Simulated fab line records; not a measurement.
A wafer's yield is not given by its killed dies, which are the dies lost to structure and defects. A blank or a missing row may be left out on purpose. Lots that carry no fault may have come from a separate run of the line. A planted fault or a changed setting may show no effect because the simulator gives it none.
Struck lot and sound lot, side by side || flow sky130 || 15 steps out of a route of 708
Sound: wafers L269.2, L269.3, L269.6. Struck: wafers L276.3, L276.4, L276.5. The cause comes at the end.
At each step with rows: each side's tool, then ch and its chambers, then its first start. Under that, the readings that differ: sound wafers || struck wafers || difference of the means || sigmas: that difference in standard deviations of wafers without a fault.
alike: a reading whose means differ by less than 2 such deviations, as well as words and numbers matching on both sides. not compared: withheld readings; readings where some wafer has no value; bounds like >300 that might hide an equal value; numbers whose values overlap and for which the record gives no deviation.
A row with sigmas, a row that says differs or no value, or rows on one side alone: a step with any of these is where the two part. Numbers that have no deviation but don't overlap get no sigmas and don't part them. A reading that every wafer of one side lacks parts them only if that side has two wafers or more.

SKY_LI_CONTACT_SPUTTER_20: material TiN, target thk 20 nm, time 80 s.
  struck on pvd sputter-01, day 35 18:52; sound on pvd sputter-04, day 34 00:44
  alike: throttle valve pct
SKY_LI_CONTACT_CVD_21: deposits W, target thk 400 nm, time 120.56 s.
  sound on cvd w-02 ch 0, day 34 00:48; struck on cvd w-02 ch 0,1, day 35 18:58
  alike: heater power w
SKY_LI_CONTACT_RS_MEAS_22: measures by four-point-probe.
  struck on film metro-04, day 35 19:06; sound on film metro-03, day 34 00:57
{"reading": "LI_CONTACT_W_RS (ohm/sq)", "sound": "0.290 0.286 0.286", "struck": "0.293 0.296 0.296", "difference": "+0.008", "sigmas": "+2"}
SKY_LI_CONTACT_THK_MEAS_23: measures by xrf.
  struck on film metro-04, day 35 19:12; sound on film metro-03, day 34 01:04
  alike: LI_CONTACT_W_THK
SKY_LI_CONTACT_CMP_24: polishes, stops on PSG, t overpolish 20 s, target thk 0 nm.
  sound on cmp-02 ch 0,1,2, day 34 01:10; struck on cmp-02 ch 0,2,3, day 35 19:20
  alike: motor current A, overpolish run s, slurry flow ml min, time to endpoint s
SKY_LOCAL_INTERCONNECT_SPUTTER_00: material TiN, target thk 100 nm, time 83.3 s.
  struck on pvd sputter-02, day 35 19:38; sound on pvd sputter-01, day 34 01:25
  alike: throttle valve pct
SKY_LOCAL_INTERCONNECT_RS_MEAS_01: measures by four-point-probe.
  struck on film metro-04, day 35 19:44; sound on film metro-01, day 34 01:29
{"reading": "LOCAL_INTERCONNECT_TIN_RS (ohm/sq)", "sound": "14.60 14.42 14.43", "struck": "14.05 14.06 14.06", "difference": -0.43, "sigmas": -2}
SKY_LOCAL_INTERCONNECT_THK_MEAS_02: measures by xrf.
  struck on film metro-04, day 35 19:50; sound on film metro-01, day 34 01:36
  alike: LOCAL_INTERCONNECT_TIN_THK
then, 4 steps without rows for these wafers: SKY_LOCAL_INTERCONNECT_DEHYDRATE_03 (time 60 s); SKY_LOCAL_INTERCONNECT_HMDS_04 (prime time 60 s); SKY_LOCAL_INTERCONNECT_COAT_05 (resist thk 60 nm); SKY_LOCAL_INTERCONNECT_COAT_06 (resist thk 450 nm).
SKY_LOCAL_INTERCONNECT_SOFTBAKE_07: time 90 s.
  sound on litho track-02 ch 0, day 34 14:00; struck on litho track-04 ch 0, day 36 09:00
{"reading": "chill plate temp C (C)", "sound": "23.06 23.25 23.05", "struck": "22.91 22.88 22.86", "difference": -0.24, "sigmas": -3}
{"reading": "run length s (s)", "sound": "119.61 119.38 119.32", "struck": "142.40 142.35 142.23", "difference": "+22.89", "sigmas": "+99 or more"}
then, 1 step without rows for these wafers: SKY_LOCAL_INTERCONNECT_EXPOSE_08 (exposes mask LI1M, target cd 170 nm).
-- record jumps: 14 days separate the struck wafers' starts on either side; left off in module LOCAL_INTERCONNECT, taken up again in module PAD_OPEN, whose first shown step is the route's number 708 --
SKY_PAD_OPEN_PROBE_99:
  only the struck wafers here have rows in the record (prober-02, day 50 13:17); the sound ones have none

== WHERE THEY PART ==
First at SKY_LI_CONTACT_RS_MEAS_22; last, within this record, at SKY_PAD_OPEN_PROBE_99.

WHY: what had been put in by the simulator
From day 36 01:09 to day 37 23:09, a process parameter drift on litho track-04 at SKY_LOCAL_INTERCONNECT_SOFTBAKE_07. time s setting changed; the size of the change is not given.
